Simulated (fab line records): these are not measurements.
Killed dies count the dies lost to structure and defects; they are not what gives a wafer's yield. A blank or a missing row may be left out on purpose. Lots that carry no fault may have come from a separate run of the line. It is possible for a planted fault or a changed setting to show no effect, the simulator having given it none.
fab line records	flow sky130
record lots=6	wafers=18	lastDay=50
route steps=708 shown VT_ADJUST_PCH@152 SONOS_TUNNEL@154 PAD_OPEN@708
lots untouched by any fault: they come from a run of this same line in which no faults occurred
startH: the number of hours between the record's first day and the start of the first shown wafer of the lot	waitH: hours elapsed since this lot's preceding step	" identical to the entry in the row above	L1.1+2: a single row standing in for several wafers	- value missing, or start not given	* or withheld: withheld	< > ~ a bound
route shown NAME@n: NAME is a module with steps in the file, n the number in the route of the first one	usual: mean and standard deviation over wafers with no fault	same: alike in all rows	chamber/n: place in a boat	sites: readings site by site	_std_site: the values' standard deviation	_edge_site: outer sites' mean less inner sites'	radiusMm: for every site, how far away it sits from the centre of the wafer	mask NAME#n: copy n	behind: tool/chamber where the wafer was last shaped	hold: what put the lot on hold/how long, in hours/how the hold closed	device: the n, p or np transistor that did not switch	end of line: the route-end tests of the same wafers	for a step that has no rows: nothing shown but its recipe	killed: the dies lost at the first sort to structure and to defects; this is not the yield of the wafer	map: dies across one wafer; x = killed, . = not, _ = none there
set.NAME: the setting the step ran with; set.NAME@STEP: the setting that earlier step ran with	model.NAME: the simulator's own value behind a step, which no gauge read
lots at selected steps of the route; one table per step, one row per wafer
services: a tool's chamber out of use, with start hour (startH, from the record's first day; less than 0 if before it), hours out, and reason
## steps
# step SKY_VT_ADJUST_PCH_STRIP_09
# recipe chemistry=O2/N2	powerW=1400	pressureMtorr=1500	platenTempC=withheld	o2FlowSccm=3000	n2FlowSccm=300	overashFraction=0.5
# usual drypumpMotorCurrentA=5.77/0.27	oesProductAu=0.722/0.0045	stripTimeToEndpointS=36.88/0.14
# same overashFraction=0.5
lot.wafer	tool	chamber	startH	waitH	drypumpMotorCurrentA	oesProductAu	rfHoursCounterH	stripTimeToEndpointS
L251.1	plasmaAsher-02	1	248.80	0.1	5.78	0.720	59	36.96
L251.2	"	0	"	"	5.60	0.724	59	36.81
L251.5	"	0	"	"	5.64	0.719	-	36.84
L261.1	plasmaAsher-04	0	303.01	0.1	5.58	0.716	61	37.03
L261.3	"	0	"	"	5.57	0.724	-	36.90
L261.6	"	1	"	"	6.20	0.712	-	36.82
L260.1	plasmaAsher-04	0	303.16	0.1	5.56	0.715	61	37.06
L260.3	"	0	"	"	5.57	0.723	-	36.97
L260.5	"	1	"	"	6.17	0.718	-	36.93
L263.1	plasmaAsher-02	1	315.51	0.1	5.84	0.718	65	36.92
L263.2	"	0	"	"	5.60	0.719	65	36.79
L263.4	"	0	"	"	5.61	0.724	-	36.85
L270.3	plasmaAsher-03	0	366.29	0.1	5.67	0.722	-	36.86
L270.4	"	1	"	"	5.43	0.719	-	36.86
L270.5	"	0	"	"	5.67	0.728	-	36.78
L273.2	plasmaAsher-04	0	396.80	0.1	5.58	0.721	71	36.71
L273.4	"	0	"	"	5.58	0.720	-	36.81
L273.5	"	1	"	"	6.18	0.730	-	36.69
# step SKY_VT_ADJUST_PCH_TW_MEAS_10
# usual VT_ADJUST_PCH_TW=142.7/1.2
lot.wafer	tool	chamber	startH	waitH	VT_ADJUST_PCH_TW
L251.1	filmMetro-03	-	248.90	0.1	143.4
L251.2	"	-	"	"	143.6
L251.5	"	-	"	"	143.8
L261.1	filmMetro-02	-	303.11	0.1	141.4
L261.3	"	-	"	"	141.3
L261.6	"	-	"	"	141.4
L260.1	filmMetro-02	-	303.29	0.1	141.8
L260.3	"	-	"	"	141.9
L260.5	"	-	"	"	142.3
L263.1	filmMetro-02	-	315.61	0.1	141.3
L263.2	"	-	"	"	141.8
L263.4	"	-	"	"	142.1
L270.3	filmMetro-03	-	366.38	0.1	143.2
L270.4	"	-	"	"	143.0
L270.5	"	-	"	"	142.5
L273.2	filmMetro-03	-	396.91	0.1	144.0
L273.4	"	-	"	"	144.6
L273.5	"	-	"	"	144.2
# step SKY_SONOS_TUNNEL_DEHYDRATE_00
# recipe tempC=200	timeS=60
# step SKY_SONOS_TUNNEL_HMDS_01
# recipe primeTimeS=60	primeTempC=120
# step SKY_SONOS_TUNNEL_COAT_02
# recipe resist=NOVOLAK	spinRpm=3000	resistThkNm=1140
# step SKY_SONOS_TUNNEL_SOFTBAKE_03
# recipe tempC=90	timeS=60	resist=NOVOLAK
# step SKY_SONOS_TUNNEL_EXPOSE_04
# recipe maskId=TUNM	na=0.6	sourceShape=conventional	sigmaOuter=0.6	polarization=unpolarized	targetCdNm=410	doseMj=136
# step SKY_SONOS_TUNNEL_PEB_05
# recipe tempC=withheld	timeS=*	resist=NOVOLAK
# step SKY_SONOS_TUNNEL_DEVELOP_06
# recipe resist=NOVOLAK	developer=TMAH	developTimeS=60	devTempC=23
# step SKY_SONOS_TUNNEL_CD_MEAS_07
# recipe targetCdNm=410
# usual cdNm=410.2/1.7
lot.wafer	tool	chamber	startH	waitH	cdNm
L251.1	cdSem-01	-	272.82	0.1	410.4
L251.2	"	-	"	"	410.1
L251.5	"	-	"	"	411.0
L261.1	cdSem-01	-	324.42	0.1	410.9
L261.3	"	-	"	"	411.6
L261.6	"	-	"	"	409.6
L260.1	cdSem-02	-	324.46	0.1	412.7
L260.3	"	-	"	"	409.8
L260.5	"	-	"	"	410.6
L263.1	cdSem-02	-	340.07	0.1	408.8
L263.2	"	-	"	"	409.1
L263.4	"	-	"	"	407.6
L270.3	cdSem-02	-	394.80	0.1	411.2
L270.4	"	-	"	"	411.9
L270.5	"	-	"	"	412.5
L273.2	cdSem-01	-	424.99	0.1	409.0
L273.4	"	-	"	"	409.3
L273.5	"	-	"	"	407.5
# step SKY_SONOS_TUNNEL_OVL_MEAS_08
# usual SONOS_TUNNEL_OVL=0.3/1.5
lot.wafer	tool	chamber	startH	waitH	SONOS_TUNNEL_OVL[nm]
L251.1	overlay-02	-	272.94	0.1	0.2
L251.2	"	-	"	"	0.0
L251.5	"	-	"	"	0.1
L261.1	overlay-01	-	324.54	0.1	2.5
L261.3	"	-	"	"	3.4
L261.6	"	-	"	"	1.7
L260.1	overlay-01	-	324.58	0.1	-2.5
L260.3	"	-	"	"	-2.4
L260.5	"	-	"	"	-1.3
L263.1	overlay-02	-	340.19	0.1	-1.9
L263.2	"	-	"	"	-1.2
L263.4	"	-	"	"	-2.2
L270.3	overlay-01	-	394.90	0.1	-3.6
L270.4	"	-	"	"	-0.5
L270.5	"	-	"	"	-0.9
L273.2	overlay-02	-	425.09	0.1	-1.5
L273.4	"	-	"	"	-1.8
L273.5	"	-	"	"	-1.7
# step SKY_SONOS_TUNNEL_IMPLANT_09
# recipe species=B	energyKev=20	doseCm2=1e+12	tiltDeg=withheld
# step SKY_SONOS_TUNNEL_WET_ETCH_10
# recipe chemistry=dHF	targetDepthNm=14	target=SiO2	dilution=100:1	tempC=25	timeS=280
# usual bathHeatDutyPct=6.4/0.67	runLengthS=307.6/3
lot.wafer	tool	chamber	startH	waitH	bathHeatDutyPct	runLengthS
L251.1	wetBench-04	2	273.12	0.1	6.5	305.7
L251.2	"	2	"	"	7.0	305.7
L251.5	"	2	"	"	6.5	305.7
L261.1	wetBench-02	2	324.72	0.1	-	-
L261.3	"	2	"	"	-	-
L261.6	"	2	"	"	-	-
L260.1	wetBench-03	3	324.77	0.1	-	-
L260.3	"	3	"	"	-	-
L260.5	"	3	"	"	-	-
L263.1	wetBench-04	2	340.37	0.1	6.3	305.1
L263.2	"	2	"	"	6.3	305.1
L263.4	"	2	"	"	5.7	305.1
L270.3	wetBench-04	2	395.07	0.1	6.9	312.7
L270.4	"	2	"	"	5.6	312.7
L270.5	"	2	"	"	6.2	312.7
L273.2	wetBench-03	2	425.27	0.1	5.9	306.0
L273.4	"	2	"	"	6.3	306.0
L273.5	"	2	"	"	6.2	306.0
# step SKY_SONOS_TUNNEL_STRIP_11
# recipe chemistry=SPM	timeS=600	tempC=130
# step SKY_PAD_OPEN_PROBE_99
# usual killed_at_M0_to_M3=43/7.5	killed_at_M4_up=3.0/1.6	killedAtContacts=23/5.8	killedAtFrontEnd=14/4.8	killedAtOther=0.3/0.52	killedDies=84/9.1	killedOnRim=16/3.4	killedOpen=47/7.2	killedShort=37/5.8
# same grossDies=492	killedAtBackSide=0
lot.wafer	tool	chamber	startH	waitH	killed_at_M0_to_M3	killed_at_M4_up	killedAtContacts	killedAtFrontEnd	killedAtOther	killedDies	killedOnRim	killedOpen	killedShort
L251.1	prober-02	-	1095.55	0.1	37	2	29	11	0	79	13	43	36
L251.2	prober-02	-	1095.60	0.1	38	7	26	16	0	87	15	48	39
L251.5	prober-02	-	1095.75	0.2	45	6	16	10	1	78	14	38	40
L261.1	prober-01	-	1140.09	0.1	35	3	33	421	0	492	96	53	33
L261.3	prober-01	-	1140.19	0.2	42	4	28	418	0	492	96	38	50
L261.6	prober-01	-	1140.34	0.2	35	2	23	432	0	492	96	33	41
L260.1	prober-02	-	1143.63	0.1	37	3	18	434	0	492	96	43	32
L260.3	prober-02	-	1143.73	0.2	39	4	25	424	0	492	96	48	35
L260.5	prober-02	-	1143.83	0.2	35	1	26	429	1	492	96	44	36
L263.1	prober-02	-	1145.13	0.1	46	1	23	11	0	81	16	44	37
L263.2	prober-02	-	1145.18	0.1	28	4	18	18	0	68	10	32	36
L263.4	prober-02	-	1145.28	0.2	38	5	11	14	0	68	15	33	35
L270.3	prober-01	-	1184.08	0.2	64	2	15	10	0	91	20	51	40
L270.4	prober-01	-	1184.13	0.2	47	3	20	15	0	85	19	49	36
L270.5	prober-01	-	1184.18	0.2	51	1	13	12	0	77	15	50	27
L273.2	prober-02	-	1198.18	0.1	44	2	28	14	0	88	19	44	44
L273.4	prober-02	-	1198.28	0.2	32	3	24	16	0	75	15	45	30
L273.5	prober-02	-	1198.33	0.2	42	2	10	9	1	64	12	32	32
# killed by level:class
L251.1 CONTACT:geometricParticle:open=12 VIA1:geometricParticle:open=8 LI_CONTACT:geometricParticle:open=7 METAL1:geometricParticle:short=7 LI_CONTACT:geometricParticle:short=5 CONTACT:geometricParticle:short=5 VIA1:geometricParticle:short=5 VIA2:geometricParticle:open=5
L251.2 VIA1:geometricParticle:open=11 CONTACT:geometricParticle:open=9 CONTACT:geometricParticle:short=9 POLY_GATE:geometricParticle:open=6 METAL2:geometricParticle:short=6 VIA2:geometricParticle:open=6 METAL4:geometricParticle:short=5 VIA1:geometricParticle:short=4
L251.5 VIA1:geometricParticle:open=11 METAL2:geometricParticle:short=8 CONTACT:geometricParticle:open=7 METAL1:geometricParticle:short=6 VIA3:geometricParticle:open=6 LOCAL_INTERCONNECT:geometricParticle:short=4 VIA1:geometricParticle:short=4 METAL4:geometricParticle:short=4
L261.1 SONOS_TUNNEL:areaEtch=406 LI_CONTACT:geometricParticle:open=15 VIA2:geometricParticle:open=8 METAL2:geometricParticle:short=7 LI_CONTACT:geometricParticle:short=6 VIA3:geometricParticle:open=6 CONTACT:geometricParticle:open=5 VIA1:geometricParticle:open=5
L261.3 SONOS_TUNNEL:areaEtch=404 LI_CONTACT:geometricParticle:open=12 VIA1:geometricParticle:open=9 POLY_GATE:geometricParticle:short=6 VIA3:geometricParticle:short=6 LOCAL_INTERCONNECT:geometricParticle:short=6 METAL2:geometricParticle:short=6 CONTACT:geometricParticle:open=5
L261.6 SONOS_TUNNEL:areaEtch=418 FIELD_ISO:geometricParticle:short=8 VIA1:geometricParticle:short=8 LI_CONTACT:geometricParticle:open=7 VIA1:geometricParticle:open=7 VIA3:geometricParticle:open=6 CONTACT:geometricParticle:short=5 CONTACT:geometricParticle:open=5
L260.1 SONOS_TUNNEL:areaEtch=417 VIA1:geometricParticle:open=10 LI_CONTACT:geometricParticle:open=8 POLY_GATE:geometricParticle:open=6 VIA2:geometricParticle:open=5 VIA3:geometricParticle:short=4 VIA1:geometricParticle:short=4 METAL3:geometricParticle:short=4
L260.3 SONOS_TUNNEL:areaEtch=409 VIA3:geometricParticle:open=10 LI_CONTACT:geometricParticle:open=9 VIA1:geometricParticle:open=8 CONTACT:geometricParticle:open=8 FIELD_ISO:geometricParticle:short=6 VIA1:geometricParticle:short=6 FIELD_ISO:geometricParticle:open=4
L260.5 SONOS_TUNNEL:areaEtch=412 VIA1:geometricParticle:open=9 CONTACT:geometricParticle:open=7 FIELD_ISO:geometricParticle:open=5 LI_CONTACT:geometricParticle:short=5 CONTACT:geometricParticle:short=5 VIA1:geometricParticle:short=5 POLY_GATE:geometricParticle:open=4
L263.1 CONTACT:geometricParticle:open=9 VIA1:geometricParticle:open=8 CONTACT:geometricParticle:short=7 VIA3:geometricParticle:open=7 VIA2:geometricParticle:open=6 LI_CONTACT:geometricParticle:open=4 METAL1:geometricParticle:short=4 VIA1:geometricParticle:short=4
L263.2 CONTACT:geometricParticle:open=11 METAL1:geometricParticle:short=6 SPACER:geometricParticle:short=4 CONTACT:geometricParticle:short=4 VIA1:geometricParticle:short=4 FIELD_ISO:geometricParticle:short=3 FIELD_ISO:geometricParticle:open=3 VIA3:geometricParticle:open=3
L263.4 VIA1:geometricParticle:open=9 VIA3:geometricParticle:open=6 FIELD_ISO:geometricParticle:short=5 METAL2:geometricParticle:short=5 POLY_GATE:geometricParticle:short=4 VIA2:geometricParticle:open=4 LI_CONTACT:geometricParticle:open=3 LOCAL_INTERCONNECT:geometricParticle:short=3
L270.3 VIA1:geometricParticle:open=12 VIA2:geometricParticle:open=11 METAL1:geometricParticle:short=10 LI_CONTACT:geometricParticle:open=7 METAL2:geometricParticle:short=7 CONTACT:geometricParticle:open=6 VIA1:geometricParticle:short=6 VIA2:geometricParticle:short=6
L270.4 VIA2:geometricParticle:open=10 VIA1:geometricParticle:open=9 CONTACT:geometricParticle:open=9 VIA3:geometricParticle:open=6 FIELD_ISO:geometricParticle:short=5 VIA2:geometricParticle:short=5 CONTACT:geometricParticle:short=5 FIELD_ISO:geometricParticle:open=4
L270.5 VIA1:geometricParticle:open=16 CONTACT:geometricParticle:open=7 VIA3:geometricParticle:open=7 LI_CONTACT:geometricParticle:open=5 VIA1:geometricParticle:short=5 METAL3:geometricParticle:short=4 METAL1:geometricParticle:short=4 VIA2:geometricParticle:open=4
L273.2 VIA1:geometricParticle:open=9 VIA3:geometricParticle:open=9 CONTACT:geometricParticle:short=8 VIA1:geometricParticle:short=8 LI_CONTACT:geometricParticle:open=7 CONTACT:geometricParticle:open=6 FIELD_ISO:geometricParticle:open=5 VIA2:geometricParticle:open=5
L273.4 CONTACT:geometricParticle:open=8 VIA1:geometricParticle:open=8 LI_CONTACT:geometricParticle:open=7 VIA2:geometricParticle:open=6 METAL3:geometricParticle:short=5 FIELD_ISO:geometricParticle:open=4 POLY_GATE:geometricParticle:open=4 FIELD_ISO:geometricParticle:short=3
L273.5 VIA1:geometricParticle:open=7 VIA3:geometricParticle:open=7 METAL2:geometricParticle:short=6 CONTACT:geometricParticle:short=4 METAL1:geometricParticle:short=4 VIA2:geometricParticle:open=4 METAL3:geometricParticle:short=4 POLY_GATE:geometricParticle:open=3
# map L260.1 (x killed, . not)
__________xxxxxxxxxx_________
________xxxxxxxxxxxxxx_______
______xxxxxxxxxxxxxxxxxx_____
_____xxxxxxxxxxxxxxxxxxxx____
____xxxxxxxxxxxxxxxxxxxxxx___
___xxxxxxxxxxxxxxxxxxxxxxxx__
__xxxxxxxxxxxxxxxxxxxxxxxxxx_
_xxxxxxxxxxxxxxxxxxxxxxxxxxxx
_xxxxxxxxxxxxxxxxxxxxxxxxxxxx
_xxxxxxxxxxxxxxxxxxxxxxxxxxxx
_xxxxxxxxxxxxxxxxxxxxxxxxxxxx
_xxxxxxxxxxxxxxxxxxxxxxxxxxxx
_xxxxxxxxxxxxxxxxxxxxxxxxxxxx
_xxxxxxxxxxxxxxxxxxxxxxxxxxxx
_xxxxxxxxxxxxxxxxxxxxxxxxxxxx
__xxxxxxxxxxxxxxxxxxxxxxxxxx_
___xxxxxxxxxxxxxxxxxxxxxxxx__
____xxxxxxxxxxxxxxxxxxxxxx___
_____xxxxxxxxxxxxxxxxxxxx____
______xxxxxxxxxxxxxxxxxx_____
________xxxxxxxxxxxxxx_______
__________xxxxxxxxxx_________
# map L261.1 (x killed, . not)
__________xxxxxxxxxx_________
________xxxxxxxxxxxxxx_______
______xxxxxxxxxxxxxxxxxx_____
_____xxxxxxxxxxxxxxxxxxxx____
____xxxxxxxxxxxxxxxxxxxxxx___
___xxxxxxxxxxxxxxxxxxxxxxxx__
__xxxxxxxxxxxxxxxxxxxxxxxxxx_
_xxxxxxxxxxxxxxxxxxxxxxxxxxxx
_xxxxxxxxxxxxxxxxxxxxxxxxxxxx
_xxxxxxxxxxxxxxxxxxxxxxxxxxxx
_xxxxxxxxxxxxxxxxxxxxxxxxxxxx
_xxxxxxxxxxxxxxxxxxxxxxxxxxxx
_xxxxxxxxxxxxxxxxxxxxxxxxxxxx
_xxxxxxxxxxxxxxxxxxxxxxxxxxxx
_xxxxxxxxxxxxxxxxxxxxxxxxxxxx
__xxxxxxxxxxxxxxxxxxxxxxxxxx_
___xxxxxxxxxxxxxxxxxxxxxxxx__
____xxxxxxxxxxxxxxxxxxxxxx___
_____xxxxxxxxxxxxxxxxxxxx____
______xxxxxxxxxxxxxxxxxx_____
________xxxxxxxxxxxxxx_______
__________xxxxxxxxxx_________
## services
tool	chamber	startH	hours	kind
plasmaAsher-03	-	230.72	14.6	pm
wetBench-02	-	253.06	1.6	repair
plasmaAsher-02	-	307.86	1.8	repair
wetBench-03	-	308.35	1.5	repair
wetBench-03	-	317.79	2.0	repair
wetBench-03	-	331.51	2.0	repair
plasmaAsher-04	-	384.05	2.2	repair
plasmaAsher-04	-	401.92	2.2	repair
plasmaAsher-04	-	421.25	9.0	pm
plasmaAsher-04	0	421.25	9.0	ventCycle
plasmaAsher-04	1	421.25	9.0	ventCycle
## key
firstSign step=SKY_SONOS_TUNNEL_WET_ETCH_10	reading=toolRecord	direction=missing
effect step=SKY_PAD_OPEN_PROBE_99	reading=killedAtFrontEnd	direction=up	sigmas=86	usual=14	struck=426
moreKillsBornAt SKY_SONOS_TUNNEL_WET_ETCH_10@wetBench-03=1238	SKY_SONOS_TUNNEL_WET_ETCH_10@wetBench-02=1228
metAt SKY_SONOS_TUNNEL_WET_ETCH_10
struckWafers L260.1,L260.3,L260.5,L261.1,L261.3,L261.6
laterRowsLeftOut L260.1,L260.3,L260.5,L261.1,L261.3,L261.6
testerLeftOut L260,L261
fault kind=skippedStepWhole	tool=wetBench-02,wetBench-03	chamber=-	onsetH=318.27	steps=SKY_SONOS_TUNNEL_WET_ETCH_10	scope=struckLotsOnly
# testerLeftOut: of these lots the tester's yield and bins aren't shown, on N5 and GAA mostly nor the transistor test; their killed dies are dies lost to structure and defects alone, not to doping, threshold or leakage, so they don't give the yield
# laterRowsLeftOut: the simulator's readings of these wafers behind a module that went badly wrong aren't trusted and aren't shown, but for the sort
